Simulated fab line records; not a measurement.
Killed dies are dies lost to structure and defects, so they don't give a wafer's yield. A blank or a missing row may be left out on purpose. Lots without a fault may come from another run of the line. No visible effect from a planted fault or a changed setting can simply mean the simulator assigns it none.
Which of the tools did it? || flow sky130 || 6 lots, 18 wafers sampled, at 2 steps of a route of 708

== WHAT EACH GAUGE READ, for each wafer ==
SKY_SONOS_ONO_THK_MEAS_01.
{"lot": "L833", "measured": "day 12 11:45", "on": "film metro-02", "SONOS_ONO_OXIDATION_THK (nm)": "2.51 2.57 2.56"}
{"lot": "L838", "measured": "day 14 03:48", "on": "film metro-01", "SONOS_ONO_OXIDATION_THK (nm)": "2.68 2.66 2.67"}
{"lot": "L840", "measured": "day 14 22:24", "on": "film metro-01", "SONOS_ONO_OXIDATION_THK (nm)": "2.66 2.63 2.66"}
{"lot": "L845", "measured": "day 16 11:21", "on": "film metro-01", "SONOS_ONO_OXIDATION_THK (nm)": "2.63 2.59 2.64"}
{"lot": "L848", "measured": "day 17 06:39", "on": "film metro-02", "SONOS_ONO_OXIDATION_THK (nm)": "2.77 2.87 2.84"}
{"lot": "L853", "measured": "day 19 04:25", "on": "film metro-03", "SONOS_ONO_OXIDATION_THK (nm)": "2.60 2.62 2.66"}

== WHAT TOOL EACH LOT RAN ON (gives the tool, then ch and the chambers of the sampled wafers, and finally the start) ==
{"lot": "L833", "SKY_SONOS_ONO_OXIDATION_00": "furnace-01 ch 0, day 12 10:23"}
{"lot": "L838", "SKY_SONOS_ONO_OXIDATION_00": "furnace-02 ch 0, day 14 02:27"}
{"lot": "L840", "SKY_SONOS_ONO_OXIDATION_00": "furnace-01 ch 0, day 14 21:02"}
{"lot": "L845", "SKY_SONOS_ONO_OXIDATION_00": "furnace-02 ch 0, day 16 10:01"}
{"lot": "L848", "SKY_SONOS_ONO_OXIDATION_00": "furnace-01 ch 0, day 17 05:17"}
{"lot": "L853", "SKY_SONOS_ONO_OXIDATION_00": "furnace-02 ch 0, day 19 03:04"}
- SKY_SONOS_ONO_OXIDATION_00: stabilise 600 s, purge 300 s, target thk 2.6 nm.

== THE ANSWER, worked out from the rows above alone ==
Rule: the lots themselves supply what counts as usual. Put in order of their means at a reading, lots are off if they are a third of the lots or fewer, leave a main group of 4 or more, and stand apart from it by a gap of 3 or more times the standard deviation of the main group's means; of several such gaps the widest counts. If all means in a main group match to the digits the tables above print for the reading, that group is not used. A lot without any number at a reading at which 4 lots or more have one is off too. Any other lot the step has rows for is counted as sound.
Off: L848, at SKY_SONOS_ONO_THK_MEAS_01 (SONOS_ONO_OXIDATION_THK). The main group: mean 2.62 nm, standard deviation 0.042.
If a tool, at a process step before that reading, ran all the lots that are off and no sound lot after the first of them, it fits. The gauges at SKY_SONOS_ONO_THK_MEAS_01 are tried like those tools. Undecided on this evidence; 2 tools fit (furnace-01 at SKY_SONOS_ONO_OXIDATION_00, film metro-02 at SKY_SONOS_ONO_THK_MEAS_01).

== WHAT WAS PUT IN BY THE SIMULATOR ==
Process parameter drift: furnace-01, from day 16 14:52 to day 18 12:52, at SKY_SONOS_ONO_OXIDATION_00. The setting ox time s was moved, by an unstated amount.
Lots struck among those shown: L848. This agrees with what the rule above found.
